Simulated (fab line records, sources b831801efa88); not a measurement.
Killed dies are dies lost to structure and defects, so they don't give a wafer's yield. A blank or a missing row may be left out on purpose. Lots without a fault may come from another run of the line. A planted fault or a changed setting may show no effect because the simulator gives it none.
Which tool did it? | flow gf180mcu | 6 lots, 18 wafers sampled, at 4 steps of a route of 602

WHAT THE GAUGES READ, wafer by wafer
GF_V2_THK_MEAS_01.
lot  | measured     | on            | V2_CVD_00_THK (nm)
L990 | day 20 02:11 | film_metro-03 | 600 602 597
L994 | day 21 15:14 | film_metro-02 | 588 592 590
L996 | day 22 06:36 | film_metro-01 | 598 605 604
L103 | day 24 21:22 | film_metro-03 | 596 590 602
L107 | day 25 22:02 | film_metro-01 | 610 610 602
L109 | day 26 11:08 | film_metro-03 | 602 600 603

WHICH TOOL RAN EACH LOT (tool, then ch and the chambers of the sampled wafers, then the start)
lot  | GF_LVPWELL_COAT_02               | GF_LVPWELL_STRIP_10                 | GF_V1_CVD_02
L990 | litho_track-03 ch 0, day 4 01:13 | plasma_asher-01 ch 0,1, day 4 08:52 | pecvd-03 ch 0,2, day 17 23:13
L994 | litho_track-03 ch 0, day 4 23:29 | plasma_asher-02 ch 0,1, day 5 06:34 | pecvd-04 ch 1,2, day 19 11:58
L996 | litho_track-03 ch 0, day 5 11:38 | plasma_asher-03 ch 0,1, day 5 19:16 | pecvd-02 ch 1,2, day 20 03:51
L103 | litho_track-03 ch 0, day 7 02:31 | plasma_asher-03 ch 0,1, day 7 11:05 | pecvd-04 ch 0,1, day 22 21:35
L107 | litho_track-01 ch 0, day 7 21:50 | plasma_asher-02 ch 0,1, day 8 06:35 | pecvd-04 ch 0,1,2, day 23 23:17
L109 | litho_track-01 ch 0, day 8 08:46 | plasma_asher-01 ch 0,1, day 8 17:20 | pecvd-04 ch 0,1,2, day 24 14:12
- GF_LVPWELL_COAT_02: resist thk 3000 nm.
- GF_LVPWELL_STRIP_10: strips in O2/N2.
- GF_V1_CVD_02: deposits SiO2 from TEOS, target thk 850 nm, time 94.851 s.

THE ANSWER, worked out from the rows above alone
Rule: what is usual is taken from the lots themselves. Put in order of their means at a reading, lots are off if they are a third of the lots or fewer, leave a main group of 4 or more, and stand apart from it by a gap of 3 or more times the standard deviation of the main group's means; of several such gaps the widest counts. A main group whose means are all the same, to the digits that the tables above print for the reading, isn't used. A lot without any number at a reading at which 4 lots or more have one is off too. The other lots that the step has rows for count as sound.
No lot is off at any reading shown: from this, nothing can be told.

WHAT THE SIMULATOR HAD PUT IN
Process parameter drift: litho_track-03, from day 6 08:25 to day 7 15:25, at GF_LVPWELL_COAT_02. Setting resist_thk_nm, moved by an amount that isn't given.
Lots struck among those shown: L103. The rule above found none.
